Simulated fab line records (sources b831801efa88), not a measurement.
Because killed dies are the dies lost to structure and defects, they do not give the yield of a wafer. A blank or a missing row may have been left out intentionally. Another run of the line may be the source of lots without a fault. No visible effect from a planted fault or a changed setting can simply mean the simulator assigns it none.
Problem report, 8D (eight disciplines) form, completed by code | flow sky130 | the parts of the form that need people (team, actions taken, sign-off) are left out

== 1. WHAT IS WRONG ==
At SKY_FIELD_ISO_ETCH_17, runLengthS averages 133.6 s over 6 wafers from 2 lots, while fault-free wafers read 125.4 s, standard deviation 0.31. Measured from the usual mean, that is +27 standard deviations.
The step: etches Si in HBr/Cl2/O2, target depth 342 nm, time 97.7 s.
Earliest sighting: wafer L323.1 on rieSi-01 at day 4 13:32. Wafers with a number at this step in the record: 39, from 13 lots. By rule, "out" or "out of limits" means more than 4 standard deviations away from the usual mean. The other wafers with a number count as sound.

== 2. WHAT IT IS AND WHAT IT IS NOT ==
question                    | is                     | is not
which readings at this step | runLengthS             | drypumpMotorCurrentA, oesProductAu, throttleValvePct
which lots                  | L323, L324             | L312, L313, L314, L315, L316, L322, L325, L326, L330, L332, L333
which wafers of those lots  | all that have a number | -
read on which tools         | rieSi-01               | rieSi-02
when                        | from day 4 13:32       | up to then (18 sound wafers); but 15 sound wafers of L325, L326, L330, L332, L333 came after

== 3. THE SUSPECTS, EACH WITH WHAT RULES IT OUT ==
Counting: a tool at a process step up to the reading stays a suspect if it ran every lot that is out and no sound lot after the first of them.
- rieSi-01 at SKY_FIELD_ISO_ETCH_17 (etches Si in HBr/Cl2/O2, target depth 342 nm, time 97.7 s): kept. It ran every lot that is out, first L323 (day 4 13:32), and no sound lot after that; its last sound lot up to then is L315 (day 2 22:52). Its own readings are out on those wafers: runLengthS.
After counting, what remains is rieSi-01 at SKY_FIELD_ISO_ETCH_17.

== 4. THE CAUSE (what the simulator had put in) ==
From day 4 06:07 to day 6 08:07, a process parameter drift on rieSi-01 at SKY_FIELD_ISO_ETCH_17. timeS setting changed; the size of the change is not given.
After counting, this tool was the only one left.

== 5. THE CHAIN OF EFFECTS, in route order ==
Each row: a reading whose mean over the struck wafers that have a number lies more than 3 standard deviations from the usual. Only readings whose record carries a usual standard deviation are examined. hours: median over the lots of the time between each lot's start at the first step of this table that gives one and its start at this step. sigmas: the change, counted in usual standard deviations.
hours | step                  | reading    | usual   | on struck wafers | change | sigmas
0     | SKY_FIELD_ISO_ETCH_17 | runLengthS | 125.4 s | 133.6            | +8.2   | +27
The process steps in it:
- SKY_FIELD_ISO_ETCH_17: etches Si in HBr/Cl2/O2, target depth 342 nm, time 97.7 s.
Later measuring or inspecting steps at which every struck wafer that the step has a row for has a number for every such reading, and none has moved that far: SKY_PWDE_OVL_MEAS_07.

== 6. HOW IT WOULD HAVE BEEN CAUGHT EARLIER ==
7 hours passed between the start of the fault at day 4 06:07 and the first reading out of limits in this record, taken at day 4 13:32.
